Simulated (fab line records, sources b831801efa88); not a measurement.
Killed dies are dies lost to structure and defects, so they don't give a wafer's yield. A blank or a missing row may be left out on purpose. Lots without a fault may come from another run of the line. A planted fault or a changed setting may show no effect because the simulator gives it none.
A struck lot beside a sound one | flow sky130 | 17 steps out of a route of 708
Sound: wafers L128.1, L128.4, L128.6. Struck: wafers L138.1, L138.2, L138.6. The cause comes at the end.
At each step with rows: each side's tool, then ch and its chambers, then its first start. Under that, the readings that differ: sound wafers | struck wafers | difference of the means | sigmas: that difference in standard deviations of wafers without a fault.
alike: readings whose means differ by less than 2 such deviations, and words and numbers that are the same on both sides. not compared: withheld readings, readings that some wafer has no value for, bounds like >300 that may hide the same value, and numbers for which the record gives no deviation and whose values overlap.
The two part at a step that has a row with sigmas, a row that says differs or no value, or rows on one side only. Numbers that don't overlap but have no deviation are shown without sigmas and don't part them. A reading that every wafer of one side lacks parts them only if that side has two wafers or more.

SKY_VIA3_CMP_02: polishes SiO2.
  sound on cmp-01 ch 0,1,2, day 41 22:21; struck on cmp-02 ch 2,3, day 43 23:23
  alike: motor_current_A
SKY_VIA3_BOW_MEAS_03:
  sound on film_metro-03, day 41 22:36; struck on film_metro-04, day 43 23:41
  alike: VIA3_BOW
then, 8 steps without rows for these wafers: SKY_VIA3_DEHYDRATE_04 (time 60 s); SKY_VIA3_HMDS_05 (prime time 60 s); SKY_VIA3_COAT_06 (resist thk 60 nm); SKY_VIA3_COAT_07 (resist thk 450 nm); SKY_VIA3_SOFTBAKE_08 (time 90 s); SKY_VIA3_EXPOSE_09 (exposes mask VIM3, target cd 200 nm); SKY_VIA3_PEB_10; SKY_VIA3_DEVELOP_11 (develop time 60 s).
SKY_VIA3_CD_MEAS_12: target cd 200 nm.
  sound on cd_sem-02, day 42 21:31; struck on cd_sem-01, day 44 21:52
  alike: cd_nm
SKY_VIA3_OVL_MEAS_13:
  sound on overlay-02, day 42 21:38; struck on overlay-02, day 44 21:59
  alike: VIA3_OVL
SKY_VIA3_ETCH_14: etches BARC in N2/H2, stops on SiO2, time 45.9 s, target depth 60 nm.
  sound on rie_diel-02 ch 0,1, day 42 21:40; struck on rie_diel-01 ch 0,1,3, day 44 22:02
  no value came back on the struck wafers for any of 5 readings (bias_w (W), chamber_pressure_mTorr (mTorr) and others); on the sound wafers bias_w (W) reads 100.37 100.16 100.12
  reading                                     | sound             | struck            | difference | sigmas
  model.KrF-thick_of_VIA3_COAT_07.thk_nm (nm) | 391.1 390.6 390.8 | 436.6 436.3 436.2 | +45.5      |
  not compared: rf_hours_counter_h
SKY_VIA3_ETCH_15: etches SiO2 in C4F8/O2/Ar, stops on TiN, target depth 507 nm, time 78 s.
  sound on rie_diel-02 ch 0,1, day 42 21:43; struck on rie_diel-01 ch 0,1,3, day 44 22:04
  reading                                     | sound             | struck            | difference | sigmas
  oes_product_au (a.u.)                       | 0.944 0.947 0.945 | 0.381 0.376 0.368 | -0.570     | -99 or more
  model.KrF-thick_of_VIA3_COAT_07.thk_nm (nm) | 289.7 289.3 289.8 | 336.1 335.4 337.4 | +46.7      |
  alike: bias_w, chamber_pressure_mTorr
  not compared: rf_hours_counter_h
SKY_VIA3_STRIP_16: strips in O2/N2.
  sound on plasma_asher-03 ch 0, day 42 21:46; struck on plasma_asher-02 ch 0,1, day 44 22:08
  reading                      | sound             | struck            | difference | sigmas
  drypump_motor_current_A (A)  | 6.8 6.8 6.8       | 5.2 5.9 5.9       | -1.1       | -3
  oes_product_au (a.u.)        | 0.402 0.395 0.404 | 0.414 0.422 0.426 | +0.020     | +4
  strip_time_to_endpoint_s (s) | 4.151 4.147 4.162 | 4.663 4.658 4.669 | +0.510     | +24
  not compared: rf_hours_counter_h
then, 1 step without rows for these wafers: SKY_VIA3_STRIP_17 (strips in post etch residue remover, time 1200 s).
-- the record jumps here: 5 days lie between the struck wafers' starts before and after (it left off in module VIA3 and takes up again in module PAD_OPEN, whose first step shown is number 708 of the route) --
SKY_PAD_OPEN_PROBE_99:
  sound on prober-01, day 48 13:17; struck on prober-02, day 50 05:53
  reading                  | sound          | struck         | difference | sigmas
  defect_limited_yield (%) | 81.1 83.1 79.5 | 0 0 0          | -81        | -48
  killed_at_M0_to_M3       | 40 39 54       | 452 446 446    | +404       | +62
  killed_dies              | 93 83 101      | 492 492 492    | +400       | +47
  killed_on_rim            | 15 11 14       | 96 96 96       | +83        | +25
  sort_bin_5_function (%)  | 8.7 10.2 12.8  | 93.1 91.9 93.5 | +82.3      | +59
  sort_n_pass              | 399 409 391    | 0 0 0          | -400       | -47
  sort_yield_pct (%)       | 81.1 83.1 79.5 | 0 0 0          | -81        | -48
  alike: killed_at_M4_up, killed_at_contacts, killed_at_front_end, killed_at_other, killed_open, killed_short, sort_bin_3_pad_short, sort_bin_6_memory

WHERE THEY PART
First at SKY_VIA3_ETCH_14; last, within this record, at SKY_PAD_OPEN_PROBE_99.

WHY: what the simulator had put in
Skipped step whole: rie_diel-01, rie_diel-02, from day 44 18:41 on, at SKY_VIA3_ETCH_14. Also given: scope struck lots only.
